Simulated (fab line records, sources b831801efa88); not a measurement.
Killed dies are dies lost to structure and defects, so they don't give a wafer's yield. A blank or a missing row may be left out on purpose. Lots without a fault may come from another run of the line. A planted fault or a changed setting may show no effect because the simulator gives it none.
Which tool did it? | flow gf180mcu | 14 lots, 42 wafers sampled, at 2 steps of a route of 602

WHAT THE GAUGES READ, wafer by wafer
GF_V3_CD_MEAS_14: target cd 260 nm. Usual: cd_nm 260.0 nm, standard deviation 1.3.
lot  | measured     | on        | cd_nm (nm)        | flag
L797 | day 22 06:55 | cd_sem-01 | 259.8 260.1 258.9 |
L798 | day 22 16:14 | cd_sem-01 | 260.5 260.9 261.1 |
L799 | day 22 18:07 | cd_sem-02 | 259.3 259.4 259.3 |
L800 | day 23 09:31 | cd_sem-02 | 260.1 259.6 260.2 |
L803 | day 24 15:22 | cd_sem-01 | 257.2 258.0 257.8 |
L804 | day 25 21:23 | cd_sem-01 | 261.6 261.2 260.9 |
L805 | day 25 21:46 | cd_sem-01 | 259.3 259.1 259.6 |
L807 | day 26 13:17 | cd_sem-02 | 260.7 260.6 260.3 |
L808 | day 26 16:28 | cd_sem-01 | 260.7 260.5 260.7 |
L811 | day 26 23:25 | cd_sem-01 | 259.7 260.3 260.3 |
L814 | day 27 14:46 | cd_sem-01 | 259.2 260.1 259.8 |
L812 | day 27 18:50 | cd_sem-01 | 261.3 261.6 261.5 |
L813 | day 27 19:32 | cd_sem-01 | 259.0 259.7 258.8 |
L816 | day 28 07:47 | cd_sem-02 | 261.5 261.7 262.2 |

GF_V3_RS_MEAS_24: measures by four-point-probe. Usual: V3_W_RS 0.327 ohm/sq, standard deviation 0.0078.
lot  | measured     | on            | V3_W_RS (ohm/sq)  | flag
L797 | day 22 08:03 | film_metro-04 | 0.321 0.322 0.319 |
L798 | day 22 17:16 | film_metro-04 | 0.313 0.333 0.311 |
L799 | day 22 19:08 | film_metro-04 | 0.335 0.315 0.313 |
L800 | day 23 10:33 | film_metro-03 | 0.331 0.326 0.331 |
L803 | day 24 16:23 | film_metro-04 | 0.337 0.313 0.315 |
L804 | day 25 22:28 | film_metro-03 | 0.317 0.330 0.331 |
L805 | day 25 22:48 | film_metro-02 | 0.340 0.342 0.319 |
L807 | day 26 14:22 | film_metro-02 | 0.330 0.321 0.329 |
L808 | day 26 17:29 | film_metro-03 | 0.326 0.327 0.334 |
L811 | day 27 00:27 | film_metro-04 | 0.335 0.315 0.321 |
L814 | day 27 15:56 | film_metro-04 | 0.331 0.329 0.333 |
L812 | day 27 19:53 | film_metro-02 | 0.322 0.333 0.324 |
L813 | day 27 20:38 | film_metro-02 | 0.326 0.339 0.339 |
L816 | day 28 08:51 | film_metro-04 | 0.339 0.319 0.317 |

WHICH TOOL RAN EACH LOT (tool, then ch and the chambers of the sampled wafers, then the start)
The record holds no process step before these readings.

WHAT THE TOOLS THEMSELVES READ (means of the sampled wafers that have a number; where no wafer has one, the mark that the record gives instead)
The record holds no such reading with a usual standard deviation.

THE ANSWER, worked out from the rows above alone
Rule: a lot is off if the mean of its wafers that have a number lies more than 3 standard deviations from the usual mean. A lot without any number at a reading at which 4 lots or more have one is off too. The other lots that the step has rows for count as sound. The gauges are gone through in route order, then the tools' own readings, and for those a lot's mean is taken as printed above. The first step at which some lot is off is used, and at that step the reading that is off furthest; a lot without a number counts as furthest.
No lot is off at any reading shown: from this, nothing can be told.

WHAT THE SIMULATOR HAD PUT IN
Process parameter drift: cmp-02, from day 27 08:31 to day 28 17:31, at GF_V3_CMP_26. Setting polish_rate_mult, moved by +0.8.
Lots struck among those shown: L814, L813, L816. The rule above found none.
